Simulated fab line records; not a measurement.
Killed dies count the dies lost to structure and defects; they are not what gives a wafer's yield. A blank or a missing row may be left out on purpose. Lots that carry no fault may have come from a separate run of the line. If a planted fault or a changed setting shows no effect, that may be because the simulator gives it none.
Matching of chambers :: flow gf180mcu :: GF_CONTACT_CMP_04 on cmp-01: 4 sister chambers
The step polishes SiO2. 8 wafers are shown with their chamber, then 9 later ones without.

== WAFERS WITH THEIR CHAMBER ==
wafer: L789.4
chamber: 2
motor current A (A): 12.9
time to endpoint s (s): 127

wafer: L790.3
chamber: 2
motor current A (A): 12.5
time to endpoint s (s): 116

wafer: L790.5
chamber: 0
motor current A (A): 9.7
time to endpoint s (s): 106

wafer: L791.1
chamber: 3
motor current A (A): 10.2
time to endpoint s (s): 97

wafer: L792.6
chamber: 0
motor current A (A): 9.6
time to endpoint s (s): 120

wafer: L795.2
chamber: 1
motor current A (A): 13.3
time to endpoint s (s): 110

wafer: L795.3
chamber: 3
motor current A (A): 10.1
time to endpoint s (s): 110

wafer: L795.6
chamber: 1
motor current A (A): 12.9
time to endpoint s (s): 117

== WAFERS WITHOUT THEIR CHAMBER ==
wafer: L796.1
motor current A (A): 12.5
time to endpoint s (s): 108

wafer: L796.5
motor current A (A): 12.6
time to endpoint s (s): 121

wafer: L796.6
motor current A (A): 13.2
time to endpoint s (s): 109

wafer: L801.1
motor current A (A): 10.3
time to endpoint s (s): 107

wafer: L801.3
motor current A (A): 12.1
time to endpoint s (s): 120

wafer: L801.6
motor current A (A): 12.3
time to endpoint s (s): 117

wafer: L809.1
motor current A (A): 12.5
time to endpoint s (s): 110

wafer: L809.2
motor current A (A): 10.3
time to endpoint s (s): 102

wafer: L809.6
motor current A (A): 10.0
time to endpoint s (s): 103

== WHICH CHAMBER EACH WENT THROUGH ==
wafer: L796.1
from the rows above: can't be placed: 2 or 1
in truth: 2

wafer: L796.5
from the rows above: 2
in truth: 2

wafer: L796.6
from the rows above: 1
in truth: 1

wafer: L801.1
from the rows above: 3
in truth: 3

wafer: L801.3
from the rows above: can't be placed: 2 or 1
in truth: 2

wafer: L801.6
from the rows above: can't be placed: 2 or 1
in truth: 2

wafer: L809.1
from the rows above: can't be placed: 2 or 1
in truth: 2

wafer: L809.2
from the rows above: 3
in truth: 3

wafer: L809.6
from the rows above: can't be placed: 3 or 0
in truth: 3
Correctly placed: 4 of 9. Can't be placed from these rows: 5 (the true chamber is among the candidates in 5). 0 placed wrongly.
How it was worked out, from the rows above alone: a wafer's distance from a chamber is the root of the sum, over the readings, of the square of ((its reading less the chamber's mean) divided by the reading's scatter). If the next closest chamber is less than 2 further off than the closest, the wafer can't be placed; otherwise it belongs to the closest. For every chamber, the mean is computed from those of its wafers that are shown. The scatter: the root of (the sum of the squares of (reading less its chamber's mean) over the shown wafers, divided by (wafers less chambers)).
